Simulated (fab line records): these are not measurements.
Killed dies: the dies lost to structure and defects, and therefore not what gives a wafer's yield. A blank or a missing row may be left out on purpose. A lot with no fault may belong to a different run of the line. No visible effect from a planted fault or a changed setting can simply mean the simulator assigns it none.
Comparing a struck lot with a sound one | flow gf180mcu | 19 out of 602 route steps
Sound: these wafers, L544.2, L544.3, L544.4. Wafers L554.2, L554.4, L554.6 were the ones struck. The cause is given at the end.
For every step that has rows: the tool of each side, followed by ch and its chambers, followed by its first start. Under that, the readings that differ: sound wafers | struck wafers | difference of the means | sigmas: that difference in standard deviations of wafers without a fault.
alike: a reading whose means differ by less than 2 such deviations, as well as words and numbers matching on both sides. not compared: withheld readings; readings where some wafer has no value; bounds like >300 that might hide an equal value; numbers whose values overlap and for which the record gives no deviation.
The two part at a step that has a row with sigmas, a row that says differs or no value, or rows on one side only. Numbers that don't overlap but have no deviation are shown without sigmas and don't part them. A reading that every wafer of one side lacks parts them only if that side has two wafers or more.

first, 1 step without rows for these wafers: GF_NSD_IMPLANT_10.
GF_NSD_STRIP_11: strips in O2/N2.
  sound on plasmaAsher-02 ch 0,1, day 15 00:56; struck on plasmaAsher-02 ch 0, day 18 00:22
  alike: drypumpMotorCurrentA, heaterPowerW, oesProductAu, stripTimeToEndpointS
  not compared: rfHoursCounterH
GF_NSD_TW_MEAS_12:
  sound on filmMetro-02 at day 15 01:03; struck on filmMetro-02 at day 18 00:29
  alike: NSD_TW
then, 7 steps without rows for these wafers: GF_PSD_DEHYDRATE_00 (time 60 s); GF_PSD_HMDS_01 (prime time 60 s); GF_PSD_COAT_02 (resist thk 1000 nm); GF_PSD_SOFTBAKE_03 (time 60 s); GF_PSD_EXPOSE_04 (exposes mask Pplus, target cd 400 nm); GF_PSD_PEB_05; GF_PSD_DEVELOP_06 (develop time 60 s).
GF_PSD_CD_MEAS_07: target cd 400 nm.
  sound on cdSem-01 at day 15 23:08; struck on cdSem-01 at day 19 00:08
  alike: cdNm
GF_PSD_OVL_MEAS_08:
  sound on overlay-02 at day 15 23:14; struck on overlay-01 at day 19 00:14
reading      | sound        | struck        | difference | sigmas
PSD_OVL (nm) | -0.2 2.9 1.7 | -3.0 0.1 -3.4 | -3.6       | -3
GF_PSD_IMPLANT_09:
  sound on implanter-04 ch 0, day 15 23:17; struck on implanter-03 ch 0, day 19 00:17
reading                  | sound             | struck            | difference | sigmas
implantIonAmu            | 49 49 49          | 11 11 11          | -38        | 
model.implant.rpNm (nm)  | 30.92 30.92 30.92 | 129.7 129.7 129.7 | +98.8      | 
model.implant.drpNm (nm) | 15.87 15.87 15.87 | 51.31 51.31 51.31 | +35.44     | 
  alike: faradayCurrentUA
GF_PSD_STRIP_10: strips in O2/N2.
  sound on plasmaAsher-04 ch 0,1, day 15 23:25; struck on plasmaAsher-03 ch 0,1, day 19 00:25
reading                  | sound             | struck            | difference | sigmas
oesProductAu (a.u.)      | 0.586 0.590 0.594 | 0.642 0.639 0.635 | +0.049     | +11
stripTimeToEndpointS (s) | 16.48 16.49 16.51 | 14.84 14.79 14.86 | -1.66      | -40
  alike: drypumpMotorCurrentA, heaterPowerW
  not compared: rfHoursCounterH
GF_PSD_TW_MEAS_11:
  sound on filmMetro-02 at day 15 23:32; struck on filmMetro-03 at day 19 00:45
reading | sound          | struck         | difference | sigmas
PSD_TW  | 3166 3151 3176 | 2127 2117 2146 | -1034      | -40
  not compared: hold
GF_PSD_RTA_13: time 20 s.
  sound on rtpAnneal-02 ch 0, day 15 23:39; struck on rtpAnneal-02 ch 0, day 19 02:26
  alike: lampPowerPct, wafer_temp_C_max
GF_PSD_RS_MEAS_14: measurement is done with a four-point probe.
  sound on filmMetro-04 at day 15 23:44; struck on filmMetro-02 at day 19 02:32
  alike: NSD_RS
GF_PSD_RS_MEAS_15: measurement is done with a four-point probe.
  sound on filmMetro-04 at day 15 23:52; struck on filmMetro-02 at day 19 02:57
reading         | sound                | struck            | difference | sigmas
PSD_RS (ohm/sq) | 108.42 108.32 108.23 | 78.97 79.08 78.91 | -29.34     | -99 or more
  not compared: hold
following that, these wafers have no rows for 1 step: GF_PASSIVATION_PROBE_99.

## WHERE THEY PART
First at GF_PSD_OVL_MEAS_08; last, within this record, at GF_PSD_RS_MEAS_15.

WHY: whatever the simulator had introduced
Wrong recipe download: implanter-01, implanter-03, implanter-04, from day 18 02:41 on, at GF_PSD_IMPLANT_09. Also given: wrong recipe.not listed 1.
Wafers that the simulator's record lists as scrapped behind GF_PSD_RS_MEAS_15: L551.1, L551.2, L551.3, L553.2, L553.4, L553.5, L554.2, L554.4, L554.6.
